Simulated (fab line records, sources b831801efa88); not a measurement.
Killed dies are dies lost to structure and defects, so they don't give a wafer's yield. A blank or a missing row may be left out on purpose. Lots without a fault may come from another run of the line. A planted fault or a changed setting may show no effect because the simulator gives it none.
Chamber matching | flow sky130 | SKY_PASSIVATION_CVD_02 on pecvd-02: 3 sister chambers
The step deposits Si3N4, target thk 540 nm. 3 wafers are shown with their chamber, then 9 later ones without.

WAFERS WITH THEIR CHAMBER
wafer  | chamber | heater_power_w (W)
L082.2 | 2       | 553
L082.4 | 0       | 680
L082.5 | 1       | 742

WAFERS WITHOUT THEIR CHAMBER
wafer  | heater_power_w (W)
L084.1 | 678
L084.4 | 544
L084.5 | 713
L085.1 | 574
L085.4 | 795
L085.5 | 837
L095.1 | 606
L095.2 | 706
L095.6 | 842

WHICH CHAMBER EACH WENT THROUGH
wafer  | from the rows above          | in truth
L084.1 | can't be placed: 0 or 1      | 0
L084.4 | 2                            | 2
L084.5 | can't be placed: 1 or 0      | 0
L085.1 | can't be placed: 2 or 0      | 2
L085.4 | can't be placed: 1 or 0      | 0
L085.5 | can't be placed: 1 or 0      | 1
L095.1 | can't be placed: 2 or 0 or 1 | 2
L095.2 | can't be placed: 0 or 1      | 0
L095.6 | can't be placed: 1 or 0      | 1
Placed correctly: 1 of 9. Can't be placed from these rows: 8 (the true chamber is among the candidates in 8). Placed wrongly: 0.
How it was worked out, from the rows above alone: a wafer's distance from a chamber is the root of the sum, over the readings, of the square of ((its reading less the chamber's mean) divided by the reading's scatter). The wafer belongs to the nearest chamber; if the next one is less than 2 further off, it can't be placed. A chamber's mean is the mean of its shown wafers. The scatter: with one shown wafer a chamber, the root of the mean of the squares of how far each hidden wafer lies from its nearest shown one.
